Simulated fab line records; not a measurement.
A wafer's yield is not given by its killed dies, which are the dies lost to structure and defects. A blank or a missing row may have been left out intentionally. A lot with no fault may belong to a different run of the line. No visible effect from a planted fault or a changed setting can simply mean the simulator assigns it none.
Problem report in the 8D (eight disciplines) form, filled by code | flow sky130 | the parts of the form that need people (team, actions taken, sign-off) are left out

1. PROBLEM STATEMENT
FIELD_ISO_CVD_03_THK at SKY_FIELD_ISO_THK_MEAS_04 reads a mean of 137.3 nm on 12 wafers of 4 lots; wafers without a fault read 159.0 nm with a standard deviation of 1.6. Relative to the usual mean, that is a shift of -14 standard deviations.
Earliest sighting: wafer L697.1 on film metro-01 at day 3 16:19. The record has a number at this step for 33 wafers belonging to 11 lots. The rule behind "out" and "out of limits": a value lying over 4 standard deviations away from the usual mean. Any other wafer with a number is counted as sound.

2. WHAT IT IS, AND WHAT IT ISN'T
question                    | is                                          | is not
which readings at this step | FIELD_ISO_CVD_03_THK                        | -
which lots                  | L697, L698, L699, L700                      | L688, L689, L690, L691, L692, L694, L696
which wafers of those lots  | all that have a number                      | -
read on which gauges        | film metro-01, film metro-02, film metro-03 | -
when                        | from day 3 16:19                            | up to then (21 sound wafers)

3. SUSPECTS, AND WHAT RULES EACH OUT
Counting: a tool at any process step up to the reading remains a suspect when it ran all the lots that are out and ran no sound lot after the first of those.
- ruled out: the gauge at SKY_FIELD_ISO_THK_MEAS_04. Those wafers that are out were read across 3 gauges (film metro-01, film metro-02, film metro-03).
- lpcvd-02 at SKY_FIELD_ISO_CVD_03 (deposits Si3N4 from DCS/NH3, target thk 165 nm, time 2742 s): kept. All lots that are out passed through it, beginning with L697 at day 3 14:32, and no sound lot followed; its final sound lot before that point was L696 at day 3 08:30.
Remaining after the count: lpcvd-02 at SKY_FIELD_ISO_CVD_03.

4. THE CAUSE (what the simulator had put in)
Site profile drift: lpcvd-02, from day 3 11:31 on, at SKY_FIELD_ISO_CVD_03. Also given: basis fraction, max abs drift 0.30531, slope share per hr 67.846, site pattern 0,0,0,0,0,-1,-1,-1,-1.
After counting, this tool was the only one left.

5. THE EFFECT CHAIN, in route order
Rows list readings where the struck wafers' mean (over those with a number) sits beyond 3 standard deviations from the usual. Scope: only readings with a usual standard deviation given in the record; hours: median across lots of the time from each lot's start at the first step in this table that gives one to its start at this step; sigmas: change in usual standard deviations.
hours | step                      | reading              | usual      | on struck wafers | change | sigmas
0     | SKY_FIELD_ISO_THK_MEAS_04 | FIELD_ISO_CVD_03_THK | 159.0 nm   | 137.3            | -21.7  | -14
17    | SKY_FIELD_ISO_ETCH_15     | oes product au       | 0.925 a.u. | 0.851            | -0.074 | -10
Process steps it contains:
- SKY_FIELD_ISO_ETCH_15: etches the open film in CHF3/O2, stops on Si, target depth 180 nm, time 72 s.
At these later measuring or inspecting steps, every struck wafer for which the step has a row has a number for every such reading, and none has moved that far: SKY_LI_CONTACT_THK_MEAS_01, SKY_LI_CONTACT_THK_MEAS_23.

6. WHAT WOULD HAVE CAUGHT IT SOONER
5 hours passed between the start of the fault at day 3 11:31 and the first reading out of limits at a measuring or inspecting step in this record, taken at day 3 16:19.
No tool reading at SKY_FIELD_ISO_CVD_03 that has a usual standard deviation in the record was out on any struck wafer, so an alarm limit of 4 standard deviations on those readings would not have fired.
L699, L700, from the lots that are out (4), started SKY_FIELD_ISO_CVD_03 on lpcvd-02 later than day 3 16:19. A hold on the tool at that time would have spared those 2.
